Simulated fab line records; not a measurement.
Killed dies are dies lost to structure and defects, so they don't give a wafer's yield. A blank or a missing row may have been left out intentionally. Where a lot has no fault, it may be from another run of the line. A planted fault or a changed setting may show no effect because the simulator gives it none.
8D (eight disciplines) problem report, filled in by code / flow gf180mcu / the parts of the form that need people (team, actions taken, sign-off) are left out

1. THE PROBLEM
Mean V3_CVD_02_THK at GF_V3_THK_MEAS_03: 1486 nm over 6 wafers in 2 lots; fault-free wafers: 850 nm, standard deviation 11. Relative to the usual mean, that is a shift of +58 standard deviations.
Earliest sighting: wafer L158.1 on filmMetro-03 at day 24 08:35. Wafers with a number at this step in the record: 35, from 12 lots. The rule behind "out" and "out of limits": a value lying over 4 standard deviations away from the usual mean. All remaining wafers that have a number are taken as sound.

2. WHAT THIS IS AND IS NOT
question=which readings at this step | is=V3_CVD_02_THK | is not=-
question=which lots | is=L158, L161 | is not=L151, L152, L163, L164, L166, L167, L168, L172, L173, L174
question=which wafers of those lots | is=all that have a number | is not=-
question=read on which gauges | is=filmMetro-01, filmMetro-03 | is not=filmMetro-04
question=when | is=from day 24 08:35 | is not=up to then (6 sound wafers); but 23 sound wafers of L163, L164, L166, L167, L168, L172, L173, L174 came after

3. THE SUSPECTS, EACH WITH WHAT RULES IT OUT
Counting: a tool at any process step up to the reading remains a suspect when it ran all the lots that are out and ran no sound lot after the first of those.
- the gauge at GF_V3_THK_MEAS_03: ruled out. 2 gauges (filmMetro-01, filmMetro-03) read the wafers that are out.
- pecvd-04 at GF_V3_CVD_02 (deposits SiO2 from TEOS, target thk 850 nm, time 94.851 s): ruled out as a lasting fault. Sound lots L173, L174 ran on it after its first lot that is out, L158 (day 24 08:31).
Left after counting: nothing in the record.

4. THE CAUSE (what the simulator had put in)
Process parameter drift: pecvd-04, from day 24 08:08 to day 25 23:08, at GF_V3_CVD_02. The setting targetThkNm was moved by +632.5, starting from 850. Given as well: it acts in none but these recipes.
The count ruled it out by mistake, since the rule takes a fault to strike every lot its tool runs from the start of the fault on, and this one did not do so.

5. THE CHAIN OF EFFECTS, in route order
Each row: a reading whose mean over the struck wafers that have a number lies more than 3 standard deviations from the usual. Readings are gone through only where the record gives a usual standard deviation; hours: the median, over the lots, of the time from a lot's start at the first step in this table giving one to that lot's start at this step; sigmas: the change measured in usual standard deviations.
hours=0; step=GF_V3_THK_MEAS_03; reading=V3_CVD_02_THK; usual=850 nm; on struck wafers=1486; change=+636; sigmas=+58
hours=0; step=GF_V3_CMP_04; reading=timeToEndpointS; usual=81 s; on struck wafers=314; change=+233; sigmas=+46
It contains these process steps:
- GF_V3_CMP_04: polishes SiO2.

6. WHAT WOULD HAVE CAUGHT IT SOONER
Counted from the fault's start at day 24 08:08, it took 0 hours until the first out-of-limits reading at a measuring or inspecting step in this record, taken at day 24 08:35.
No tool reading at GF_V3_CVD_02 that has a usual standard deviation in the record was out on any struck wafer, so an alarm limit of 4 standard deviations on those readings would not have fired.
